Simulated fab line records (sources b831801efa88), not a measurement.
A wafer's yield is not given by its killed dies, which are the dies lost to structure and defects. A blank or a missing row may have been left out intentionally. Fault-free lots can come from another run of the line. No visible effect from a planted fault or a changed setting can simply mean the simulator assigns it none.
Matching of chambers | flow gf180mcu | 4 sister chambers for GF_SAB_ETCH_11 on rie_diel-01
The step etches SiO2 in C4F8/O2/Ar, target depth 55 nm, time 8.5 s. 14 wafers are shown with their chamber, then 7 later ones without.

## WAFERS WITH THEIR CHAMBER
wafer  | chamber | oes_product_au (a.u.)
L981.4 | 2       | 0.994
L981.5 | 1       | 1.002
L981.6 | 0       | 1.002
L986.2 | 0       | 1.003
L986.3 | 1       | 1.021
L986.4 | 3       | 1.001
L988.1 | 0       | 1.004
L988.4 | 3       | 1.017
L988.5 | 1       | 0.993
L990.4 | 3       | 1.002
L990.5 | 0       | 1.010
L990.6 | 1       | 1.018
L993.1 | 3       | 1.004
L993.2 | 0       | 1.005

SIGNATURES, as means of the wafers listed above
reading        | chamber 0 | chamber 1 | chamber 2 | chamber 3 | scatter within a chamber
oes_product_au | 1.00480   | 1.00850   | 0.99400   | 1.00600   | 0.00857
Rule: for a wafer and a chamber, the distance is found by dividing, reading by reading, the gap between the wafer's reading and the chamber's mean by the reading's scatter, squaring, summing and taking the root. If the next closest chamber is less than 2 further off than the closest, the wafer can't be placed; otherwise it belongs to the closest. How the scatter is found: for the shown wafers, subtract from each reading the mean of its chamber, square and add these, divide the total by (wafers less chambers), then take the root.

## WAFERS WHOSE CHAMBER IS MISSING
wafer  | oes_product_au (a.u.)
L993.4 | 1.001
L999.1 | 1.022
L999.3 | 1.011
L999.5 | 1.003
L100.3 | 1.005
L100.5 | 1.006
L100.6 | 1.016

## WHICH CHAMBER EACH WENT THROUGH
wafer  | from the rows above               | in truth
L993.4 | can't be placed: 0 or 3 or 2 or 1 | 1
L999.1 | can't be placed: 1 or 3 or 0 or 2 | 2
L999.3 | can't be placed: 1 or 3 or 0 or 2 | 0
L999.5 | can't be placed: 0 or 3 or 1 or 2 | 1
L100.3 | can't be placed: 0 or 3 or 1 or 2 | 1
L100.5 | can't be placed: 3 or 0 or 1 or 2 | 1
L100.6 | can't be placed: 1 or 3 or 0 or 2 | 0
Correctly placed: 0 of 7. Can't be placed from these rows: 7 (the true chamber is among the candidates in 7). Wrongly placed: 0.
